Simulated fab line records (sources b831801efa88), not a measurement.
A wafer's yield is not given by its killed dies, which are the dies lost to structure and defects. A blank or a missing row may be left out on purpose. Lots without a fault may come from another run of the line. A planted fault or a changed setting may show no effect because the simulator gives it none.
The tool behind it: which one? -- flow gf180mcu -- 36 wafers from 12 lots sampled at 3 of the route's 602 steps

== WHAT THE GAUGES READ, wafer by wafer ==
GF_MIM_THK_MEAS_11: measures by xrf.
lot,measured,on,MIM_ALCU_THK (nm)
L786,day 24 04:34,filmMetro-01,201.7 199.8 202.8
L787,day 24 22:25,filmMetro-01,198.3 196.2 196.3
L788,day 25 02:10,filmMetro-01,202.4 196.4 201.0
L789,day 25 17:14,filmMetro-02,195.6 194.8 197.9
L791,day 26 12:36,filmMetro-04,199.3 199.6 200.4
L790,day 26 13:25,filmMetro-01,197.4 199.4 197.3
L793,day 27 03:10,filmMetro-04,199.8 200.9 200.1
L792,day 27 18:36,filmMetro-04,204.4 203.5 202.5
L794,day 27 22:53,filmMetro-01,201.8 198.2 200.4
L799,day 29 00:02,filmMetro-02,205.0 203.5 197.1
L806,day 30 13:53,filmMetro-04,200.7 199.8 200.1
L809,day 31 18:59,filmMetro-04,197.3 197.3 199.4

GF_M5_CD_MEAS_07 targets a cd of 280 nm.
lot,measured,on,cdNm (nm)
L786,day 26 00:14,cdSem-02,279.8 280.8 280.4
L787,day 26 16:37,cdSem-01,278.7 278.8 278.5
L788,day 26 21:28,cdSem-02,278.9 277.8 278.6
L789,day 27 10:14,cdSem-02,279.5 280.5 279.4
L791,day 28 04:00,cdSem-02,279.7 278.9 280.2
L790,day 28 06:29,cdSem-02,279.2 279.2 279.2
L793,day 28 18:29,cdSem-01,279.4 278.9 280.3
L792,day 29 08:43,cdSem-02,281.2 280.2 281.1
L794,day 29 12:58,cdSem-01,277.8 277.5 276.7
L799,day 30 13:02,cdSem-01,278.6 278.1 278.7
L806,day 32 01:53,cdSem-02,281.8 282.0 280.8
L809,day 33 05:01,cdSem-01,279.5 280.5 280.4

GF_V5_OVL_MEAS_15.
lot,measured,on,V5_OVL (nm)
L786,day 26 22:44,overlay-01,0 -7 -5
L787,day 27 14:08,overlay-02,-6 -8 -4
L788,day 27 19:19,overlay-01,-5 2 -5
L789,day 28 06:51,overlay-02,-4 15 4
L791,day 29 00:25,overlay-01,5 0 4
L790,day 29 02:34,overlay-01,0 -5 -5
L793,day 29 15:09,overlay-02,-2 0 3
L792,day 30 05:01,overlay-01,-10 9 -4
L794,day 30 09:31,overlay-01,5 15 8
L799,day 31 09:04,overlay-02,-8 -3 -7
L806,day 32 20:25,overlay-01,-9 -3 6
L809,day 33 22:27,overlay-01,5 6 3

== EACH LOT AND THE TOOL THAT RAN IT (in order: tool; ch and the chambers of the sampled wafers; start) ==
The record holds no process step before these readings.

== AS READ BY THE TOOLS THEMSELVES (means over the sampled wafers that have a number; for cases with no such wafer, the mark the record gives instead) ==
The record holds no such reading with a usual standard deviation.

== THE ANSWER, worked out from the rows above alone ==
Rule: the usual values come from the lots themselves. Put in order of their means at a reading, lots are off if they are a third of the lots or fewer, leave a main group of 4 or more, and stand apart from it by a gap of 3 or more times the standard deviation of the main group's means; of several such gaps the widest counts. A main group whose means are all the same, to the digits that the tables above print for the reading, isn't used. A lot without any number at a reading at which 4 lots or more have one is off too. All remaining lots with rows at the step are treated as sound. Order of review: gauges by route order, followed by the tools' own readings, for which a lot's mean as printed above is used. The first step at which some lot is off is used, and at that step the reading that is off furthest; a lot without a number counts as furthest.
Across all readings shown, no lot is off: no conclusion can be drawn from this.

== WHAT WAS PUT IN BY THE SIMULATOR ==
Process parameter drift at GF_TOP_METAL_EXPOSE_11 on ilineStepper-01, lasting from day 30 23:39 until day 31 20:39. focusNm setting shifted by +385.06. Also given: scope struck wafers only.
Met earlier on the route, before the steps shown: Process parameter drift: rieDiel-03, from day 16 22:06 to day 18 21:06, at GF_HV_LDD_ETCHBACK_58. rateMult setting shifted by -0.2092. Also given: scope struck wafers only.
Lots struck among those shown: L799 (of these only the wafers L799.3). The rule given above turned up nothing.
